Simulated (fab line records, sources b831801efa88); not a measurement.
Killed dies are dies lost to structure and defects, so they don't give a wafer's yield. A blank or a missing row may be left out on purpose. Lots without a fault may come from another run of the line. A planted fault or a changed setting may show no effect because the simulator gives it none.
A struck lot beside a sound one | flow sky130 | 17 steps out of a route of 708
Sound: wafers L754.3, L754.4, L754.6. Struck: wafers L770.1, L770.2, L770.4. The cause comes at the end.
At each step with rows: each side's tool, then ch and its chambers, then its first start. Under that, the readings that differ: sound wafers | struck wafers | difference of the means | sigmas: that difference in standard deviations of wafers without a fault.
alike: readings whose means differ by less than 2 such deviations, and words and numbers that are the same on both sides. not compared: withheld readings, readings that some wafer has no value for, bounds like >300 that may hide the same value, and numbers for which the record gives no deviation and whose values overlap.
The two part at a step that has a row with sigmas, a row that says differs or no value, or rows on one side only. Numbers that don't overlap but have no deviation are shown without sigmas and don't part them. A reading that every wafer of one side lacks parts them only if that side has two wafers or more.

SKY_VT_ADJUST_LVTN_OVL_MEAS_07:
  sound on overlay-01, day 8 17:05; struck on overlay-01, day 13 04:28
  alike: VT_ADJUST_LVTN_OVL
then, 1 step without rows for these wafers: SKY_VT_ADJUST_LVTN_IMPLANT_08.
SKY_VT_ADJUST_LVTN_STRIP_09: strips in O2/N2.
  sound on plasma_asher-02 ch 0,1, day 8 17:17; struck on plasma_asher-02 ch 0,1, day 13 04:40
  reading                      | sound             | struck            | difference | sigmas
  strip_time_to_endpoint_s (s) | 36.79 36.80 36.73 | 37.02 37.05 37.01 | +0.25      | +2
  alike: drypump_motor_current_A, oes_product_au
  not compared: rf_hours_counter_h
SKY_VT_ADJUST_LVTN_TW_MEAS_10:
  sound on film_metro-02, day 8 17:23; struck on film_metro-02, day 13 04:46
  alike: VT_ADJUST_LVTN_TW
then, 7 steps without rows for these wafers: SKY_VT_ADJUST_LVTN_DEHYDRATE_11 (time 60 s); SKY_VT_ADJUST_LVTN_HMDS_12 (prime time 60 s); SKY_VT_ADJUST_LVTN_COAT_13 (resist thk 1140 nm); SKY_VT_ADJUST_LVTN_SOFTBAKE_14 (time 60 s); SKY_VT_ADJUST_LVTN_EXPOSE_15 (exposes mask HVN STD DERIVED, target cd 600 nm); SKY_VT_ADJUST_LVTN_PEB_16; SKY_VT_ADJUST_LVTN_DEVELOP_17 (develop time 60 s).
SKY_VT_ADJUST_LVTN_OVL_MEAS_18:
  sound on overlay-01, day 9 14:34; struck on overlay-01, day 14 06:40
  alike: VT_ADJUST_LVTN_01_OVL
SKY_VT_ADJUST_LVTN_IMPLANT_19:
  sound on implanter-04 ch 0, day 9 14:38; struck on implanter-01 ch 0, day 14 06:43
  reading            | sound                        | struck                        | difference | sigmas
  dose_ions_cm2      | 6.507e+11 6.49e+11 6.491e+11 | 8.008e+11 8.012e+11 8.011e+11 | +1.514e+11 | +99 or more
  faraday_current_uA | 3.72 3.60 3.69               | 4.52 4.58 4.53                | +0.87      | +12
SKY_VT_ADJUST_LVTN_STRIP_20: strips in O2/N2.
  sound on plasma_asher-04 ch 0,1, day 9 14:46; struck on plasma_asher-01 ch 0,1, day 14 06:52
  alike: drypump_motor_current_A, oes_product_au, strip_time_to_endpoint_s
  not compared: rf_hours_counter_h
SKY_VT_ADJUST_LVTN_TW_MEAS_21:
  sound on film_metro-03, day 9 14:51; struck on film_metro-03, day 14 06:58
  reading             | sound             | struck            | difference | sigmas
  VT_ADJUST_LVTN_2_TW | 188.0 187.9 186.4 | 198.7 199.3 196.8 | +10.8      | +7
then, 1 step without rows for these wafers: SKY_VT_ADJUST_NCORE_DEHYDRATE_00 (time 60 s).
-- the record jumps here: 37 days lie between the struck wafers' starts before and after (it left off in module VT_ADJUST_NCORE and takes up again in module PAD_OPEN, whose first step shown is number 708 of the route) --
SKY_PAD_OPEN_PROBE_99:
  sound on prober-01, day 47 17:05; struck on prober-01, day 50 22:50
  reading                                    | sound                | struck               | difference | sigmas
  model.etest.nfet_g5v0d10v5.body_rise_v (V) | 0.6952 0.6959 0.6897 | 0.7036 0.704 0.7106  | +0.0125    |
  model.etest.nfet_16v.body_rise_v (V)       | 0.6861 0.685 0.6802  | 0.6968 0.6947 0.7012 | +0.0138    |
  model.etest.nfet_g5v0d10v5.vt_sat_v (V)    | 0.7686 0.7849 0.7727 | 0.7895 0.7905 0.804  | +0.0193    |
  alike: killed_at_M0_to_M3, killed_at_M4_up, killed_at_contacts, killed_at_front_end, killed_at_other, killed_dies, killed_on_rim, killed_open, killed_short
  not compared: model.etest.res_pwell_under_gate.rs_ohm_sq

WHERE THEY PART
First at SKY_VT_ADJUST_LVTN_STRIP_09; last, within this record, at SKY_VT_ADJUST_LVTN_TW_MEAS_21. Later steps at which nothing parts them and some readings are alike: SKY_PAD_OPEN_PROBE_99.

WHY: what the simulator had put in
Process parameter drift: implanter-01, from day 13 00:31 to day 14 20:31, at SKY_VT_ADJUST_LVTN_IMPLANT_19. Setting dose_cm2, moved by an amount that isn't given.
